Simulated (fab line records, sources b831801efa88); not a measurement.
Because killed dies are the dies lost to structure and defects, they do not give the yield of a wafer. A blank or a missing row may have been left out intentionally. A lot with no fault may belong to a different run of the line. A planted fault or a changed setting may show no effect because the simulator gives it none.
Which tool is to blame?    flow sky130    33 wafers from 11 lots sampled at 2 of the route's 708 steps

## WHAT EACH GAUGE READ, for each wafer
SKY_SD_N_OVL_MEAS_08. Usual: SD_N_OVL gives -0.7 nm (standard deviation 1.3).
lot   measured      on          SD_N_OVL (nm)   flag
L500  day 28 09:22  overlay-01  -0.9 -0.7 -1.2  
L502  day 28 20:16  overlay-02  -1.1 -1.6 -2.1  
L503  day 30 19:26  overlay-01  -1.5 -2.5 -2.1  
L504  day 30 21:35  overlay-02  1.9 1.1 0.7     
L507  day 31 08:53  overlay-01  -1.0 -1.2 -4.3  
L510  day 31 23:16  overlay-01  -2.2 -0.8 -3.4  
L516  day 34 11:47  overlay-01  -0.5 0.1 1.6    
L514  day 34 12:49  overlay-02  0.9 -0.5 1.4    
L517  day 34 23:10  overlay-02  0.8 0.3 0.3     
L518  day 35 05:17  overlay-02  0.8 1.4 0.7     
L519  day 35 12:47  overlay-01  -0.8 -0.5 -1.4  

SKY_LI_CONTACT_BOW_MEAS_03. Usual: LI_CONTACT_BOW gives 56 um (standard deviation 6.2).
lot   measured      on             LI_CONTACT_BOW (um)  flag
L500  day 28 10:56  film-metro-02  64 57 57             
L502  day 28 21:50  film-metro-04  57 48 46             
L503  day 30 21:01  film-metro-04  44 62 64             
L504  day 30 23:08  film-metro-02  65 53 55             
L507  day 31 10:29  film-metro-03  46 60 53             
L510  day 32 00:50  film-metro-04  51 61 58             
L516  day 34 13:23  film-metro-03  57 51 48             
L514  day 34 14:23  film-metro-02  61 50 66             
L517  day 35 00:45  film-metro-02  57 53 55             
L518  day 35 06:50  film-metro-04  53 54 39             
L519  day 35 14:22  film-metro-03  55 54 53             

## TOOL THAT RAN EACH LOT (tool first, then ch and the chambers of the sampled wafers, then the start)
No process step before these readings appears in the record.

## AS READ BY THE TOOLS THEMSELVES (means over the sampled wafers that have a number; for cases with no such wafer, the mark the record gives instead)
The record holds no such reading with a usual standard deviation.

## THE ANSWER, worked out from the rows above alone
Rule: lot off if the mean of its wafers having a number is beyond 3 standard deviations from the usual mean. Also off: a lot with no number at a reading for which 4 or more lots have one. Any other lot the step has rows for is counted as sound. Order of review: gauges by route order, followed by the tools' own readings, for which a lot's mean as printed above is used. At the first step where some lot is off, the reading lying furthest off is the one used; lots without a number count as furthest.
No lot is off on any of the readings shown, so nothing can be concluded from this.

## WHAT THE SIMULATOR HAD INSERTED
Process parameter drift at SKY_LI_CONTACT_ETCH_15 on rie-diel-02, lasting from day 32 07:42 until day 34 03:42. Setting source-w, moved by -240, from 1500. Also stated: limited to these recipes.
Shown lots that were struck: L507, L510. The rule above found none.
